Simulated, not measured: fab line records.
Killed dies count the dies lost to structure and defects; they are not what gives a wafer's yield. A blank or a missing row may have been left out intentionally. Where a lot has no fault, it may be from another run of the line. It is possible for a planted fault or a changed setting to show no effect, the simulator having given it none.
A struck lot beside a sound one + flow gf180mcu + 24 out of 602 route steps
Sound: these wafers, L765.3, L765.5, L765.6. The struck wafers were L778.3, L778.4, L778.6. At the end, the cause is stated.
Per side, at each step with rows, come the tool, then ch with its chambers, and then its first start. Under that, the readings that differ: sound wafers + struck wafers + difference of the means + sigmas: that difference in standard deviations of wafers without a fault.
alike: same words and numbers on both sides, and readings whose means sit less than 2 such deviations apart. not compared: any withheld reading, any reading some wafer has no value for, any bound like >300 that may hide the same value, and any number with overlapping values for which the record gives no deviation.
Wherever a step has rows on one side only, a row that says differs or no value, or a row with sigmas, the two part there. When numbers do not overlap yet have no deviation, they are printed without sigmas and do not part them. A reading that every wafer of one side lacks parts them only if that side has two wafers or more.

first, 4 steps without rows for these wafers: GF_TOP_METAL_SOFTBAKE_10 (time 60 s); GF_TOP_METAL_EXPOSE_11 (exposes mask MetalTop, target cd 440 nm); GF_TOP_METAL_PEB_12; GF_TOP_METAL_DEVELOP_13 (develop time 60 s).
GF_TOP_METAL_CD_MEAS_14: target cd 440 nm.
  sound: cd-sem-01 at day 30 16:37; struck: cd-sem-02 at day 33 17:54
  alike: cd-nm
GF_TOP_METAL_OVL_MEAS_15:
  sound: overlay-01 at day 30 16:42; struck: overlay-01 at day 33 17:59
  alike: TOP_METAL_OVL
GF_TOP_METAL_METAL_ETCH_16: etches the open film in Cl2/BCl3, stops on SiO2, target depth 1077.5 nm, time 179.6 s.
  sound on rie-metal-02 ch 0,1, day 30 16:47; struck on rie-metal-02 ch 0,1, day 33 18:04
  alike: drypump-motor-current-A, oes-product-au, throttle-valve-pct
  not compared: rf-hours-counter-h
GF_TOP_METAL_STRIP_17: strips in O2/N2.
  sound on plasma-asher-04 ch 0,1, day 30 16:56; struck on plasma-asher-04 ch 0,1, day 33 18:13
  alike: drypump-motor-current-A, heater-power-w, oes-product-au, strip-time-to-endpoint-s
  not compared: rf-hours-counter-h
then, 2 steps without rows for these wafers: GF_TOP_METAL_STRIP_18 (strips in post etch residue remover, time 1200 s); GF_TOP_METAL_CLEAN_19 (cleans in DIW).
GF_PASSIVATION_CVD_00: deposits SiO2 from TEOS, target thk 1000 nm, time 111.95 s.
  sound on pecvd-02 ch 0,1,2, day 30 17:26; struck on pecvd-02 ch 0,2, day 33 18:46
  alike: heater-power-outer-w, heater-power-w
GF_PASSIVATION_THK_MEAS_01:
  sound: film-metro-03 at day 30 17:32; struck: film-metro-03 at day 33 18:52
  alike: PASSIVATION_CVD_00_THK
GF_PASSIVATION_CVD_02: deposits Si3N4, target thk 700 nm, time 486.18 s.
  sound on pecvd-04 ch 0,1,2, day 30 17:34; struck on pecvd-04 ch 0,1, day 33 19:02
  no value came back on the struck wafers for heater-power-outer-w (W), heater-power-w (W); on the sound wafers heater-power-outer-w (W) reads 376 498 386
then, 7 steps without rows for these wafers: GF_PASSIVATION_DEHYDRATE_04 (time 60 s); GF_PASSIVATION_HMDS_05 (prime time 60 s); GF_PASSIVATION_COAT_06 (resist thk 4000 nm); GF_PASSIVATION_SOFTBAKE_07; GF_PASSIVATION_EXPOSE_08 (exposes mask Pad, target cd 40000 nm); GF_PASSIVATION_PEB_09; GF_PASSIVATION_DEVELOP_10 (develop time 60 s).
GF_PASSIVATION_ETCH_11: etches the open film in CF4/O2, stops on TiN, target depth 1800 nm, time 400 s.
  sound on rie-diel-04 ch 2,3, day 31 11:59; struck on rie-diel-01 ch 0,1,3, day 34 10:05
| reading                                 | sound             | struck            | difference | sigmas |
|-----------------------------------------|-------------------|-------------------|------------|--------|
| oes-product-au (a.u.)                   | 0.960 0.972 0.970 | 0.989 0.990 0.997 | +0.025     | +3     |
| model.PASSIVATION.feature-depth-nm (nm) | 1696 1731 1729    | 1796 1793 1800    | +78        |        |
| model.etch.depth-nm (nm)                | 1696 1731 1729    | 1796 1793 1800    | +78        |        |
  alike: drypump-motor-current-A, throttle-valve-pct
  not compared: rf-hours-counter-h
GF_PASSIVATION_STRIP_12: strips in O2/N2.
  sound on plasma-asher-03 ch 0,1, day 31 12:15; struck on plasma-asher-03 ch 0,1, day 34 10:21
  alike: drypump-motor-current-A, heater-power-w, oes-product-au, strip-time-to-endpoint-s
  not compared: rf-hours-counter-h
then, 1 step without rows for these wafers: GF_PASSIVATION_ANNEAL_13 (time 1800 s).
GF_PASSIVATION_BOW_MEAS_14:
  sound: film-metro-03 at day 31 13:52; struck: film-metro-01 at day 34 11:58
| reading              | sound       | struck    | difference | sigmas |
|----------------------|-------------|-----------|------------|--------|
| PASSIVATION_BOW (um) | 124 143 136 | 98 97 113 | -32        | -3     |

WHERE THEY PART
Earliest at GF_PASSIVATION_CVD_02; latest, in this record, at GF_PASSIVATION_BOW_MEAS_14.

WHY: whatever the simulator had introduced
Entire step skipped (pecvd-04, GF_PASSIVATION_CVD_02), from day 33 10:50 onward. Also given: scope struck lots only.
